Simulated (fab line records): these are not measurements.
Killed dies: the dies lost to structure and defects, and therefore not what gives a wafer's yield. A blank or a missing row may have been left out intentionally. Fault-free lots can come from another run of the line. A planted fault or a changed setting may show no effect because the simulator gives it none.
Matching of chambers -- flow sky130 -- SKY_PASSIVATION_ETCH_11 on rieDiel-03: 4 sister chambers
The step etches the open film in CF4/O2, stops on AlCu, target depth 725 nm, time 161.1 s. 14 wafers are shown with their chamber, then 6 later ones without.

== WAFERS, EACH WITH ITS CHAMBER ==
wafer,chamber,drypumpMotorCurrentA (A),biasW (W),oesProductAu (a.u.)
L184.1,0,5.4,149.9,0.976
L184.3,1,6.3,150.0,0.963
L184.5,2,5.5,150.3,0.979
L188.1,1,6.3,149.6,0.978
L188.4,2,5.4,149.6,0.976
L188.5,2,5.4,149.3,0.986
L189.2,3,5.6,150.8,0.976
L189.3,1,6.3,150.0,0.976
L189.4,2,5.5,149.6,0.984
L190.3,1,6.3,150.2,0.955
L190.5,1,6.3,149.5,0.975
L190.6,2,5.4,150.1,0.972
L192.2,0,5.4,150.0,0.987
L192.4,3,5.5,150.3,0.982

SIGNATURES, as means of the wafers listed above
reading,chamber 0,chamber 1,chamber 2,chamber 3,scatter within a chamber
drypumpMotorCurrentA,5.400,6.300,5.440,5.550,0.0412
biasW,149.950,149.860,149.780,150.550,0.339
oesProductAu,0.98150,0.96940,0.97940,0.97900,0.00779
Rule: a wafer lies at a distance from a chamber equal to the root of the sum of squares, over the readings, of (its reading less the chamber's mean, divided by the reading's scatter). The wafer belongs to the nearest chamber; if the next one is less than 2 further off, it can't be placed. How the scatter is found: for the shown wafers, subtract from each reading the mean of its chamber, square and add these, divide the total by (wafers less chambers), then take the root.

== WAFERS WHOSE CHAMBER IS MISSING ==
wafer,drypumpMotorCurrentA (A),biasW (W),oesProductAu (a.u.)
L192.5,6.3,150.5,0.990
L194.2,5.4,149.7,0.977
L194.4,5.4,150.4,0.980
L194.5,6.3,149.3,0.985
L195.4,5.4,149.4,0.980
L195.5,5.6,150.4,0.970

== CHAMBER TAKEN BY EACH ==
wafer,from the rows above,in truth
L192.5,1,1
L194.2,can't be placed: 0 or 2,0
L194.4,can't be placed: 0 or 2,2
L194.5,1,1
L195.4,can't be placed: 2 or 0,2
L195.5,3,3
Placed correctly: 3 of 6. From these rows, 3 cannot be placed; in 3 the true chamber is one of the candidates. Placed wrongly: 0.
